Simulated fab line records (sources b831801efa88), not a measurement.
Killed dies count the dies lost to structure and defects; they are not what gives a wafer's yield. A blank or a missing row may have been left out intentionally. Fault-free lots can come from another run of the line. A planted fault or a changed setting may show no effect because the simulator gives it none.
Struck lot and sound lot, side by side :: flow sky130 :: 32 steps out of a route of 708
Sound: wafers L365.3, L365.5, L365.6. The struck wafers were L373.1, L373.3, L373.6. Last of all comes the cause.
Order at every step that has rows: each side's tool, ch and its chambers, its first start. Under that, the readings that differ: sound wafers :: struck wafers :: difference of the means :: sigmas: that difference in standard deviations of wafers without a fault.
alike: readings whose means differ by less than 2 such deviations, and words and numbers that are the same on both sides. not compared: withheld readings, readings that some wafer has no value for, bounds like >300 that may hide the same value, and numbers for which the record gives no deviation and whose values overlap.
Wherever a step has rows on one side only, a row that says differs or no value, or a row with sigmas, the two part there. Numbers that don't overlap but have no deviation are shown without sigmas and don't part them. Lack of a reading on every wafer of one side parts them only where that side has two or more wafers.

SKY_PWDE_OVL_MEAS_07:
  sound on overlay-02 at day 4 09:27; struck on overlay-01 at day 6 02:26
  alike: PWDE_OVL
after that, 1 step had no rows for these wafers: SKY_PWDE_IMPLANT_08.
SKY_PWDE_STRIP_09: strips in O2/N2.
  sound on plasmaAsher-04 ch 0,1, day 4 09:40; struck on plasmaAsher-01 ch 0,1, day 6 02:38
  alike: drypumpMotorCurrentA, oesProductAu, stripTimeToEndpointS
  not compared: rfHoursCounterH
SKY_PWDE_TW_MEAS_10:
  sound on filmMetro-01 at day 4 09:45; struck on filmMetro-02 at day 6 02:44
  alike: PWDE_TW
then, 7 steps without rows for these wafers: SKY_NWELL_DEHYDRATE_03 (time 60 s); SKY_NWELL_HMDS_04 (prime time 60 s); SKY_NWELL_COAT_05 (resist thk 3000 nm); SKY_NWELL_SOFTBAKE_06; SKY_NWELL_EXPOSE_07 (exposes mask NWM, target cd 840 nm); SKY_NWELL_PEB_08; SKY_NWELL_DEVELOP_09 (develop time 60 s).
SKY_NWELL_OVL_MEAS_10:
  sound on overlay-01 at day 5 02:20; struck on overlay-02 at day 6 20:49
  alike: NWELL_00_OVL
SKY_NWELL_IMPLANT_11:
  sound on implanter-02 ch 0, day 5 02:25; struck on implanter-03 ch 0, day 6 20:50
reading: doseIonsCm2
sound: 1.901e+13 1.8997e+13 1.9014e+13
struck: 2.1384e+13 2.1356e+13 2.1389e+13
difference: +2.3693e+12
sigmas: +99 or more

reading: faradayCurrentUA
sound: 107.2 112.5 109.6
struck: 118.5 122.5 117.8
difference: +9.8
sigmas: +5
then, 2 steps without rows for these wafers: SKY_NWELL_IMPLANT_12; SKY_NWELL_IMPLANT_13.
SKY_NWELL_STRIP_14: strips in O2/N2.
  sound on plasmaAsher-02 ch 0,1, day 5 02:51; struck on plasmaAsher-03 ch 0, day 6 21:17
  alike: drypumpMotorCurrentA, oesProductAu, stripTimeToEndpointS
  not compared: rfHoursCounterH
SKY_NWELL_TW_MEAS_15:
  sound on filmMetro-01 at day 5 02:56; struck on filmMetro-02 at day 6 21:23
reading: NWELL_TW
sound: 1829 1829 1836
struck: 1887 1891 1891
difference: +58
sigmas: +6
then, 7 steps without rows for these wafers: SKY_NWELL_DEHYDRATE_16 (time 60 s); SKY_NWELL_HMDS_17 (prime time 60 s); SKY_NWELL_COAT_18 (resist thk 3000 nm); SKY_NWELL_SOFTBAKE_19; SKY_NWELL_EXPOSE_20 (exposes mask NWM COMPLEMENT, target cd 840 nm); SKY_NWELL_PEB_21; SKY_NWELL_DEVELOP_22 (develop time 60 s).
SKY_NWELL_OVL_MEAS_23:
  sound on overlay-01 at day 5 19:34; struck on overlay-02 at day 7 17:11
  alike: NWELL_01_OVL
after that, 1 step had no rows for these wafers: SKY_NWELL_IMPLANT_24.
SKY_NWELL_STRIP_25: strips in O2/N2.
  sound on plasmaAsher-03 ch 0,1, day 5 19:46; struck on plasmaAsher-03 ch 0,1, day 7 17:22
  alike: drypumpMotorCurrentA, oesProductAu, stripTimeToEndpointS
  not compared: rfHoursCounterH
SKY_NWELL_TW_MEAS_26:
  sound on filmMetro-02 at day 5 19:52; struck on filmMetro-03 at day 7 17:28
reading: NWELL_2_TW
sound: 502.6 498.6 500.4
struck: 492.8 491.5 495.5
difference: -7.3
sigmas: -3
then, 1 step without rows for these wafers: SKY_NWELL_CLEAN_27 (cleans in SC1/SC2, time 150 s).
SKY_NWELL_RTA_28: time 30 s.
  sound on rtpAnneal-02 ch 0, day 5 19:59; struck on rtpAnneal-02 ch 0, day 7 17:35
  alike: lampPowerPct, wafer_temp_C_max
SKY_NWELL_RS_MEAS_29: measurement is done with a four-point probe.
  sound on filmMetro-01 at day 5 20:06; struck on filmMetro-01 at day 7 17:41
reading: NWELL_RS (ohm/sq)
sound: 624.3 625.5 625.6
struck: 585.3 587.4 586.0
difference: -38.9
sigmas: -23
-- the record jumps here: 41 days lie between the struck wafers' starts before and after (it left off in module NWELL and takes up again in module PAD_OPEN, whose first step shown is number 708 of the route) --
SKY_PAD_OPEN_PROBE_99:
  sound on prober-01 at day 46 02:22; struck on prober-02 at day 48 11:37
reading: model.etest.resNwell.lineOhmUm
sound: 1224 1206 1225
struck: 1003 1006 1012
difference: -211
sigmas: 

reading: model.etest.resNwell.rsOhmSq
sound: 1018 1008 1012
struck: 845.2 856.6 874.5
difference: -153.9
sigmas: 
  alike: killed_at_M0_to_M3, killed_at_M4_up, killedAtContacts, killedAtFrontEnd, killedAtOther, killedDies, killedOpen, killedShort
  not compared: model.etest.nfet_16v.rOnOhmUm, model.etest.fieldP.vtV

WHERE THEY PART
First at SKY_NWELL_IMPLANT_11; last, within this record, at SKY_NWELL_RS_MEAS_29. Later steps at which nothing parts them and some readings are alike: SKY_PAD_OPEN_PROBE_99.

WHY: the cause the simulator had injected
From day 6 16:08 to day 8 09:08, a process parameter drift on implanter-03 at SKY_NWELL_IMPLANT_11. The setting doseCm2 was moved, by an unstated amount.
